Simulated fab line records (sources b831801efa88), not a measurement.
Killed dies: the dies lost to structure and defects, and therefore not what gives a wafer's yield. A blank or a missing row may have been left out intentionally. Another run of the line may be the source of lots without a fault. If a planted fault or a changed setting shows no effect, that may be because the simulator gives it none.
Which tool did it? -- flow gf180mcu -- 14 lots, 42 wafers sampled, at 2 steps of a route of 602

## WHAT THE GAUGES SHOWED, per wafer
GF_VT_IMPLANT_OVL_MEAS_07.
lot,measured,on,VT_IMPLANT_OVL (nm)
L409,day 6 03:28,overlay-01,0.7 -0.7 0.1
L410,day 6 10:17,overlay-01,-0.2 -1.5 -1.3
L411,day 6 16:58,overlay-01,0.3 -0.4 2.5
L412,day 6 20:34,overlay-02,0.6 -2.0 -2.0
L414,day 7 12:38,overlay-01,3.1 -0.8 -0.3
L415,day 7 18:18,overlay-01,1.2 0.0 0.4
L416,day 7 20:52,overlay-02,1.7 0.7 2.3
L418,day 8 13:52,overlay-01,0.3 -2.7 1.1
L419,day 8 17:56,overlay-02,1.0 2.0 -1.6
L425,day 10 06:31,overlay-02,0.4 1.1 0.1
L427,day 10 20:53,overlay-02,-1.3 -0.9 -0.5
L428,day 11 00:20,overlay-01,-0.3 1.5 -0.3
L429,day 11 08:09,overlay-01,1.8 0.8 -1.2
L430,day 11 15:37,overlay-02,0.2 0.2 -0.9

GF_VT_IMPLANT_TW_MEAS_21.
lot,measured,on,VT_IMPLANT_2_TW
L409,day 6 19:08,film metro-04,1208 1199 1204
L410,day 7 01:55,film metro-01,1212 1207 1223
L411,day 7 09:18,film metro-01,1223 1221 1217
L412,day 7 12:38,film metro-01,1216 1216 1220
L414,day 8 05:28,film metro-01,1226 1224 1221
L415,day 8 11:01,film metro-01,1238 1232 1229
L416,day 8 13:01,film metro-04,1207 1210 1208
L418,day 9 07:40,film metro-04,1213 1205 1204
L419,day 9 11:21,film metro-01,1225 1228 1229
L425,day 11 00:56,film metro-04,1206 1209 1208
L427,day 11 15:32,film metro-01,1221 1222 1219
L428,day 11 19:20,film metro-04,1213 1210 1210
L429,day 12 03:00,film metro-03,1188 1194 1191
L430,day 12 10:52,film metro-01,1229 1225 1228

## TOOL THAT RAN EACH LOT (tool first, then ch and the chambers of the sampled wafers, then the start)
The record shows no process step preceding these readings.

## AS READ BY THE TOOLS THEMSELVES (means over the sampled wafers that have a number; for cases with no such wafer, the mark the record gives instead)
The record holds no such reading with a usual standard deviation.

## THE ANSWER, worked out from the rows above alone
Rule: the usual values come from the lots themselves. Put in order of their means at a reading, lots are off if they are a third of the lots or fewer, leave a main group of 4 or more, and stand apart from it by a gap of 3 or more times the standard deviation of the main group's means; of several such gaps the widest counts. A main group whose means are all the same, to the digits that the tables above print for the reading, isn't used. Also off: a lot with no number at a reading for which 4 or more lots have one. Any other lot the step has rows for is counted as sound. Order of review: gauges by route order, followed by the tools' own readings, for which a lot's mean as printed above is used. At the first step where some lot is off, the reading lying furthest off is the one used; lots without a number count as furthest.
No lot is off on any of the readings shown, so nothing can be concluded from this.

## WHAT HAD BEEN PUT IN BY THE SIMULATOR
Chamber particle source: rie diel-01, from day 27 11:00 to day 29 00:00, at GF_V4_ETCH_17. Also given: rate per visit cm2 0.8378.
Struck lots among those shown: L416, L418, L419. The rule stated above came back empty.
